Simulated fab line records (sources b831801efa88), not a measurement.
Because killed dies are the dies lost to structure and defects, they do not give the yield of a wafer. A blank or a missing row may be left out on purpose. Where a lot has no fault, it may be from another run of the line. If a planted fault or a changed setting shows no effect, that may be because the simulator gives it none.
Code-filled problem report in 8D (eight disciplines) form | flow sky130 | the parts of the form that need people (team, actions taken, sign-off) are left out

## 1. THE PROBLEM
SONOS_ONO_CVD_02_THK at SKY_SONOS_ONO_THK_MEAS_03 reads a mean of 4.28 nm on 3 wafers of 1 lot; wafers without a fault read 10.47 nm with a standard deviation of 0.15. Measured from the usual mean, that is -41 standard deviations.
First observed at day 16 07:59: wafer L408.1, on film metro-01. The record holds 33 wafers of 11 lots with a number at this step. Rule for "out", or "out of limits": more than 4 standard deviations from the usual mean. The rest of the wafers with a number are treated as sound.

## 2. WHAT IT IS, AND WHAT IT ISN'T
question                    | is                     | is not
which readings at this step | SONOS_ONO_CVD_02_THK   | -
which lots                  | L408                   | L396, L397, L399, L400, L401, L402, L403, L404, L406, L412
which wafers of those lots  | all that have a number | -
read on which gauges        | film metro-01          | film metro-02, film metro-04
when                        | from day 16 07:59      | up to then (27 sound wafers); but 3 sound wafers of L412 came after

## 3. SUSPECTS, AND WHAT RULES EACH OUT
Counting: a tool at any process step up to the reading remains a suspect when it ran all the lots that are out and ran no sound lot after the first of those.
- the gauge at SKY_SONOS_ONO_THK_MEAS_03: kept. All the wafers that are out were read on film metro-01, and no step on other tools shows them out.
- plasma asher-04 at SKY_VT_ADJUST_NCORE_STRIP_10 (strips in O2/N2): kept. It ran the lot that is out, L408 (day 12 16:35), and no sound lot after that; its last sound lot up to then is L404 (day 11 11:53).
- lpcvd-02 at SKY_SONOS_ONO_CVD_02 (deposits Si3N4 from DCS/NH3, target thk 10.5 nm, time 180 s): ruled out as a lasting fault. The sound lots L412 went through it after L408, its earliest lot that is out (day 16 06:56).
What counting leaves: plasma asher-04 at SKY_VT_ADJUST_NCORE_STRIP_10 and film metro-01 at SKY_SONOS_ONO_THK_MEAS_03.

## 4. THE CAUSE (what the simulator had put in)
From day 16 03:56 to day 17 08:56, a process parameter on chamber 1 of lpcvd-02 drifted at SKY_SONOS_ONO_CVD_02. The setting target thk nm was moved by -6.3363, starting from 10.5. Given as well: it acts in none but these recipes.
Counting ruled it out, wrongly: the rule takes a fault to strike every lot that its tool runs from its start on, and this one did not.

## 5. THE EFFECT CHAIN, in route order
Each row: a reading where the mean over the struck wafers with a number is more than 3 standard deviations away from the usual. Only readings whose record carries a usual standard deviation are examined. hours: median over the lots of the time between each lot's start at the first step of this table that gives one and its start at this step. sigmas: the change, counted in usual standard deviations.
hours | step                      | reading              | usual    | on struck wafers | change | sigmas
0     | SKY_SONOS_ONO_THK_MEAS_03 | SONOS_ONO_CVD_02_THK | 10.47 nm | 4.28             | -6.19  | -41

## 6. HOW IT WOULD HAVE BEEN CAUGHT EARLIER
The first out-of-limits reading at a measuring or inspecting step in this record came at day 16 07:59, 4 hours after the fault's start at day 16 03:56.
An alarm limit of 4 standard deviations would not have fired on the tool readings at SKY_SONOS_ONO_CVD_02 for which the record gives a usual standard deviation, since none of them was out on any struck wafer.
